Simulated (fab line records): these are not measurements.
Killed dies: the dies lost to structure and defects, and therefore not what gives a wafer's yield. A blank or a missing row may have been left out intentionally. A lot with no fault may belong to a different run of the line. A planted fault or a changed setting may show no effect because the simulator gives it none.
Which tool did it?	flow sky130	14 lots with 42 wafers sampled at 4 steps, on a route of 708 steps

## WHAT THE GAUGES READ, wafer by wafer
SKY_POLY_GATE_THK_MEAS_21.
lot	measured	on	POLY_GATE_OXIDATION_THK (nm)
L847	day 17 20:41	filmMetro-01	3.98 3.92 3.86
L846	day 18 01:58	filmMetro-03	3.99 3.98 4.11
L849	day 18 09:53	filmMetro-01	3.88 3.97 3.92
L851	day 19 00:11	filmMetro-04	3.94 3.97 4.00
L850	day 19 00:12	filmMetro-03	4.01 4.09 4.04
L852	day 19 10:05	filmMetro-03	4.01 3.94 3.97
L853	day 20 03:10	filmMetro-01	4.09 4.08 4.09
L854	day 20 03:11	filmMetro-03	3.82 3.81 3.86
L855	day 20 10:46	filmMetro-04	3.91 3.93 3.93
L858	day 21 14:07	filmMetro-04	4.02 3.94 3.89
L860	day 21 23:31	filmMetro-03	4.05 4.13 4.07
L863	day 23 09:39	filmMetro-03	3.93 4.00 3.85
L865	day 24 01:14	filmMetro-03	4.02 4.05 3.98
L867	day 24 09:48	filmMetro-04	3.87 3.87 3.85

SKY_POLY_CUT_CD_MEAS_08: the cd target is 270 nm.
lot	measured	on	cdNm (nm)
L847	day 25 16:17	cdSem-02	269.7 268.4 269.1
L846	day 25 19:04	cdSem-01	269.1 270.2 271.4
L849	day 26 05:25	cdSem-01	270.0 270.7 270.8
L851	day 26 18:07	cdSem-02	271.4 271.5 271.2
L850	day 26 17:53	cdSem-01	273.2 271.5 273.9
L852	day 27 00:43	cdSem-02	269.6 272.1 270.3
L853	day 27 16:34	cdSem-02	268.4 266.9 268.7
L854	day 27 16:47	cdSem-01	270.2 271.6 271.7
L855	day 27 23:23	cdSem-02	271.7 270.0 272.0
L858	day 29 01:39	cdSem-02	268.6 269.1 268.2
L860	day 29 10:44	cdSem-01	270.5 269.7 271.9
L863	day 30 16:07	cdSem-01	267.8 270.6 269.4
L865	day 31 08:08	cdSem-02	266.8 268.0 268.6
L867	day 31 16:35	cdSem-02	269.1 270.6 269.2

SKY_POLY_CUT_OVL_MEAS_09.
lot	measured	on	POLY_CUT_OVL (nm)
L847	day 25 16:25	overlay-01	6 8 8
L846	day 25 19:11	overlay-01	-5 -6 -3
L849	day 26 05:32	overlay-01	6 2 1
L851	day 26 18:14	overlay-01	12 13 7
L850	day 26 17:59	overlay-02	-1 -5 -1
L852	day 27 00:49	overlay-02	-8 2 -6
L853	day 27 16:41	overlay-02	-5 -10 -8
L854	day 27 16:54	overlay-01	-1 -4 -4
L855	day 27 23:28	overlay-02	8 9 10
L858	day 29 01:44	overlay-02	3 3 0
L860	day 29 10:50	overlay-02	11 3 9
L863	day 30 16:14	overlay-02	3 -3 4
L865	day 31 08:15	overlay-01	0 -4 4
L867	day 31 16:41	overlay-02	7 -5 3

## WHAT TOOL EACH LOT RAN ON (gives the tool, then ch and the chambers of the sampled wafers, and finally the start)
lot	SKY_LDD_LDN_IMPLANT_09
L847	implanter-02 ch 0, day 24 08:29
L846	implanter-02 ch 0, day 24 12:39
L849	implanter-04 ch 0, day 24 20:48
L851	implanter-04 ch 0, day 25 10:08
L850	implanter-02 ch 0, day 25 09:34
L852	implanter-02 ch 0, day 25 18:20
L853	implanter-04 ch 0, day 26 09:32
L854	implanter-03 ch 0, day 26 09:50
L855	implanter-02 ch 0, day 26 17:25
L858	implanter-04 ch 0, day 27 19:35
L860	implanter-04 ch 0, day 28 04:10
L863	implanter-02 ch 0, day 29 09:29
L865	implanter-02 ch 0, day 30 02:29
L867	implanter-04 ch 0, day 30 10:55
- SKY_LDD_LDN_IMPLANT_09

## WHAT THE TOOLS THEMSELVES READ (means of the sampled wafers that have a number; where no wafer has one, the mark that the record gives instead)
SKY_LDD_LDN_IMPLANT_09.
lot	tool	doseIonsCm2	faradayCurrentUA
L847	implanter-02	1.25e+13	70.5
L846	implanter-02	1.25e+13	71.1
L849	implanter-04	1.25e+13	69.9
L851	implanter-04	1.25e+13	70.9
L850	implanter-02	1.25e+13	70.0
L852	implanter-02	1.25e+13	69.6
L853	implanter-04	1.25e+13	72.3
L854	implanter-03	1.25e+13	71.7
L855	implanter-02	1.25e+13	70.0
L858	implanter-04	1.25e+13	71.0
L860	implanter-04	1.25e+13	70.5
L863	implanter-02	1.79e+13	102.5
L865	implanter-02	1.79e+13	100.4
L867	implanter-04	1.25e+13	69.3

## THE ANSWER, worked out from the rows above alone
Rule: the lots themselves supply what counts as usual. The widest of any qualifying gaps counts: lots, ordered by their means at a reading, are off when they make up no more than a third of the lots, leave a main group of 4 or more, and stand apart from it by 3 or more times the standard deviation of that group's means. A main group is skipped when, at the precision printed for the reading in the tables above, its means are all equal. Also off: a lot with no number at a reading for which 4 or more lots have one. Where the step has rows for the other lots, those lots are counted as sound. First the gauges in route order, then the tools' own readings, where a lot's mean is used as printed above. The first step at which some lot is off is used, and at that step the reading that is off furthest; a lot without a number counts as furthest.
Off: L863, L865 (SKY_LDD_LDN_IMPLANT_09, faradayCurrentUA). For the main group the mean is 70.6 and the standard deviation 0.84.
If a tool, at that step or one of the process steps before it, ran each lot that is off and ran no sound lot following the first of them, it fits. One fits: implanter-02 at SKY_LDD_LDN_IMPLANT_09. A fault onset in the window from L855 (day 26 17:25, its last sound lot) to L863 (day 29 09:29, its first lot off) fits.
The tool's own readings at SKY_LDD_LDN_IMPLANT_09 bear it out: on the lots that are off they differ by more than 5 times the standard deviation of the sound lots' means. doseIonsCm2 reads 1.79e+13 there against 1.25e+13 on the sound lots; faradayCurrentUA reads 101.5 there against 70.6 on the sound lots.

## WHAT THE SIMULATOR PUT IN
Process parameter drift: implanter-02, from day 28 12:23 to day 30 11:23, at SKY_LDD_LDN_IMPLANT_09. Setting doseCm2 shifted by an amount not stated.
Lots struck among those shown: L863, L865. This agrees with what the rule above found.
